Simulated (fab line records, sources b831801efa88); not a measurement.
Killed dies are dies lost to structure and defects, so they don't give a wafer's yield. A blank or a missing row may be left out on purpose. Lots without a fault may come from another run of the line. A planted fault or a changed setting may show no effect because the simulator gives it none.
Tool commonality check | flow sky130 | 13 lots, 39 wafers sampled

WHY IT WAS OPENED
At SKY_RES_PROTECT_TW_MEAS_08 the reading POLY_GATE_TW is flagged on 1 of 13 lots. Wafers without a fault read 3991, standard deviation 22.
Rule: a lot is flagged when every wafer of it that has a number lies more than 4 standard deviations from that mean, or none has a number. The other lots count as sound.

lot  | measured     | on            | POLY_GATE_TW, wafer by wafer | flag
L596 | day 16 12:29 | film_metro-03 | 4023 4009 4002               |
L597 | day 16 12:49 | film_metro-02 | 3960 3998 3982               |
L599 | day 16 18:20 | film_metro-03 | 4021 4037 4021               |
L600 | day 16 18:38 | film_metro-04 | 3961 3966 3984               |
L601 | day 16 18:59 | film_metro-02 | 3991 3989 3982               |
L602 | day 17 11:41 | film_metro-02 | 30 30 30                     | FLAGGED
L614 | day 21 07:23 | film_metro-03 | 4015 4052 4025               |
L613 | day 21 09:38 | film_metro-04 | 3932 3941 3944               |
L615 | day 21 17:47 | film_metro-02 | 3979 3986 3993               |
L616 | day 22 06:26 | film_metro-02 | 4003 3992 3985               |
L617 | day 22 17:53 | film_metro-03 | 4004 3992 4006               |
L618 | day 23 00:05 | film_metro-02 | 4002 3977 4013               |
L619 | day 23 08:02 | film_metro-02 | 4000 3983 3993               |
The numbers of the flagged lots are 30 on average: -3961 against the usual, or -99 or more standard deviations.

WHICH TOOL RAN EACH LOT
The record holds 1 process step before the reading, out of a route of 708 steps. In each cell: the tool, then ch and the chambers that the sampled wafers went through, then the start.
lot  | flag    | SKY_RES_PROTECT_EXPOSE_04
L596 |         | iline_stepper-01 ch 0, day 15 22:52
L597 |         | iline_stepper-02 ch 0, day 15 23:21
L599 |         | iline_stepper-01 ch 0, day 16 05:07
L600 |         | iline_stepper-02 ch 0, day 16 05:22
L601 |         | iline_stepper-02 ch 0, day 16 05:35
L602 | FLAGGED | iline_stepper-02 ch 0, day 16 21:47
L614 |         | iline_stepper-01 ch 0, day 20 16:26
L613 |         | iline_stepper-01 ch 0, day 20 18:09
L615 |         | iline_stepper-02 ch 0, day 21 02:41
L616 |         | iline_stepper-01 ch 0, day 21 14:04
L617 |         | iline_stepper-01 ch 0, day 22 03:19
L618 |         | iline_stepper-02 ch 0, day 22 10:14
L619 |         | iline_stepper-01 ch 0, day 22 17:40
What these steps do:
- SKY_RES_PROTECT_EXPOSE_04: exposes mask RPM, target cd 1270 nm.
- SKY_RES_PROTECT_TW_MEAS_08

FLAGGED OVER TOTAL, TOOL BY TOOL (the gauges that took the reading come last)
step                       | tool             | lots run | flagged | share of the flagged lots | sound lots run after its first flagged lot
SKY_RES_PROTECT_EXPOSE_04  | iline_stepper-01 | 7        | 0       | none                      | -
SKY_RES_PROTECT_EXPOSE_04  | iline_stepper-02 | 6        | 1       | all                       | 2 (L615,L618)
SKY_RES_PROTECT_TW_MEAS_08 | film_metro-02    | 7        | 1       | all                       | 4 (L615,L616,L618,L619)
SKY_RES_PROTECT_TW_MEAS_08 | film_metro-03    | 4        | 0       | none                      | -
SKY_RES_PROTECT_TW_MEAS_08 | film_metro-04    | 2        | 0       | none                      | -

WHAT THE TABLE ALLOWS
2 rows of the table ran every flagged lot: iline_stepper-02 at SKY_RES_PROTECT_EXPOSE_04, film_metro-02 at SKY_RES_PROTECT_TW_MEAS_08.
- iline_stepper-02 at SKY_RES_PROTECT_EXPOSE_04: 1 of its 6 lots flagged. Sound lots ran on it after the first flagged one (L615, L618), which a lasting fault on the whole tool wouldn't allow.
- film_metro-02 at SKY_RES_PROTECT_TW_MEAS_08: 1 of its 7 lots flagged. Sound lots ran on it after the first flagged one (L615, L616, L618, L619), which a lasting fault on the whole tool wouldn't allow.
No row of the table ran every flagged lot and no sound lot after the first.

WHAT THE SIMULATOR HAD PUT IN
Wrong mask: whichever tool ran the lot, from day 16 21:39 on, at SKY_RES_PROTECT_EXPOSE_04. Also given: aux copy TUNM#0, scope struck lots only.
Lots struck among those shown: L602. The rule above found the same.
